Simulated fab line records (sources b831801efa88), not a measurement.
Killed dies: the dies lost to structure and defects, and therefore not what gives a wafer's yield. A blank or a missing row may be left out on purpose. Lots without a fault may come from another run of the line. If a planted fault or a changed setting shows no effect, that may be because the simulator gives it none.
Struck lot and sound lot, side by side || flow sky130 || 15 out of 708 route steps
Sound: these wafers, L835.1, L835.3, L835.4. Struck: wafers L833.2, L833.5, L833.6. The cause is named last.
Each step with rows lists, per side, the tool, then ch with its chambers, then its first start. Under that, the readings that differ: sound wafers || struck wafers || difference of the means || sigmas: that difference in standard deviations of wafers without a fault.
alike: words and numbers the same on both sides, and readings whose means are apart by under 2 such deviations; not compared: readings that were withheld, readings missing a value for some wafer, numbers with overlapping values and no deviation given by the record, and bounds like >300 which may hide the same value.
The two part at a step that has a row with sigmas, a row that says differs or no value, or rows on one side only. Numbers that have no deviation but don't overlap get no sigmas and don't part them. Lack of a reading on every wafer of one side parts them only where that side has two or more wafers.

SKY_CAP2M_SPUTTER_02: material TiN, target thk 200 nm, time 166.7 s.
  struck on pvd-sputter-04, day 42 22:48; sound on pvd-sputter-04, day 43 20:51
  alike: substrate-temp-c, throttle-valve-pct
SKY_CAP2M_RS_MEAS_03: the measuring method here is four-point-probe.
  struck on film-metro-01, day 42 22:56; sound on film-metro-04, day 43 20:58
  alike: CAP2M_TIN_RS
SKY_CAP2M_THK_MEAS_04: measures by xrf.
  struck on film-metro-01, day 42 23:02; sound on film-metro-04, day 43 21:05
  alike: CAP2M_TIN_THK
then, 7 steps without rows for these wafers: SKY_CAP2M_DEHYDRATE_05 (time 60 s); SKY_CAP2M_HMDS_06 (prime time 60 s); SKY_CAP2M_COAT_07 (resist thk 1140 nm); SKY_CAP2M_SOFTBAKE_08 (time 60 s); SKY_CAP2M_EXPOSE_09 (exposes mask CAP2M, target cd 1000 nm); SKY_CAP2M_PEB_10; SKY_CAP2M_DEVELOP_11 (develop time 60 s).
SKY_CAP2M_OVL_MEAS_12:
  struck on overlay-02, day 43 21:29; sound on overlay-01, day 44 18:47
  alike: CAP2M_OVL
SKY_CAP2M_METAL_ETCH_13: etches TiN in Cl2/BCl3, stops on SiO2, target depth 220 nm, time 62.9 s.
  sound on rie-metal-02 ch 0,1, day 44 18:49; struck on rie-metal-04 ch 0,1, day 43 21:31
  alike: drypump-motor-current-A, oes-product-au, rf-fwd-power-W, throttle-valve-pct
  not compared: rf-hours-counter-h
SKY_CAP2M_STRIP_14: strips in O2/N2.
  sound on plasma-asher-04 ch 0,1, day 44 18:54; struck on plasma-asher-01 ch 0,1, day 43 21:35
  no value came back on the struck wafers for chamber-pressure-mTorr (mTorr), drypump-motor-current-A (A), oes-product-au (a.u.), strip-time-to-endpoint-s (s); on the sound wafers chamber-pressure-mTorr (mTorr) reads 1501.2 1498.5 1497.8
{"reading": "model.NOVOLAK_of_CAP2M_COAT_07.thk-nm (nm)", "sound": "0 0 0", "struck": "992.6 996.7 992.2", "difference": "+993.8", "sigmas": ""}
  not compared: rf-hours-counter-h
then, 1 step without rows for these wafers: SKY_CAP2M_STRIP_15 (strips in post etch residue remover, time 1200 s).
-- the record jumps here: 4 days lie between the struck wafers' starts before and after (it left off in module CAP2M and takes up again in module PAD_OPEN, whose first step shown is number 708 of the route) --
SKY_PAD_OPEN_PROBE_99:
  struck on prober-01, day 48 09:29; sound on prober-02, day 49 05:04
{"reading": "hold", "sound": "- - -", "struck": "await-dispo/2.7h/scrap await-dispo/2.7h/scrap await-dispo/2.7h/scrap", "difference": "no value on the sound wafers", "sigmas": ""}
{"reading": "defect-limited-yield (%)", "sound": "84.3 78.5 80.3", "struck": "0.4 1.0 0.4", "difference": -80.4, "sigmas": -45}
{"reading": "killed_at_M0_to_M3", "sound": "31 46 43", "struck": "15 6 8", "difference": -30, "sigmas": -5}
{"reading": "killed-at-contacts", "sound": "22 36 29", "struck": "3 3 2", "difference": -26, "sigmas": -5}
{"reading": "killed-at-front-end", "sound": "22 20 20", "struck": "10 1 3", "difference": -16, "sigmas": -3}
{"reading": "killed-at-other", "sound": "0 2 0", "struck": "462 477 477", "difference": "+471", "sigmas": "+99 or more"}
{"reading": "killed-dies", "sound": "77 106 97", "struck": "490 487 490", "difference": "+396", "sigmas": "+46"}
{"reading": "killed-on-rim", "sound": "9 22 18", "struck": "95 94 95", "difference": "+78", "sigmas": "+19"}
{"reading": "killed-open", "sound": "41 64 45", "struck": "16 8 9", "difference": -39, "sigmas": -6}
{"reading": "killed-short", "sound": "36 42 52", "struck": "13 2 4", "difference": -37, "sigmas": -6}
{"reading": "sort_bin_3_pad_short (%)", "sound": "1.0 0 0.8", "struck": "26.0 22.6 27.2", "difference": "+24.7", "sigmas": "+65"}
{"reading": "sort_bin_5_function (%)", "sound": "8.5 12.0 12.6", "struck": "70.9 74.2 69.7", "difference": "+60.6", "sigmas": "+47"}
{"reading": "sort_bin_6_memory (%)", "sound": "6.1 9.6 6.3", "struck": "2.6 2.2 2.6", "difference": -4.9, "sigmas": -4}
{"reading": "sort-n-pass", "sound": "415 386 395", "struck": "2 5 2", "difference": -396, "sigmas": -46}
{"reading": "sort-yield-pct (%)", "sound": "84.3 78.5 80.3", "struck": "0.4 1.0 0.4", "difference": -80.4, "sigmas": -45}
  alike: killed_at_M4_up

== WHERE THEY PART ==
First at SKY_CAP2M_STRIP_14; last, within this record, at SKY_PAD_OPEN_PROBE_99.

WHY: the cause the simulator had injected
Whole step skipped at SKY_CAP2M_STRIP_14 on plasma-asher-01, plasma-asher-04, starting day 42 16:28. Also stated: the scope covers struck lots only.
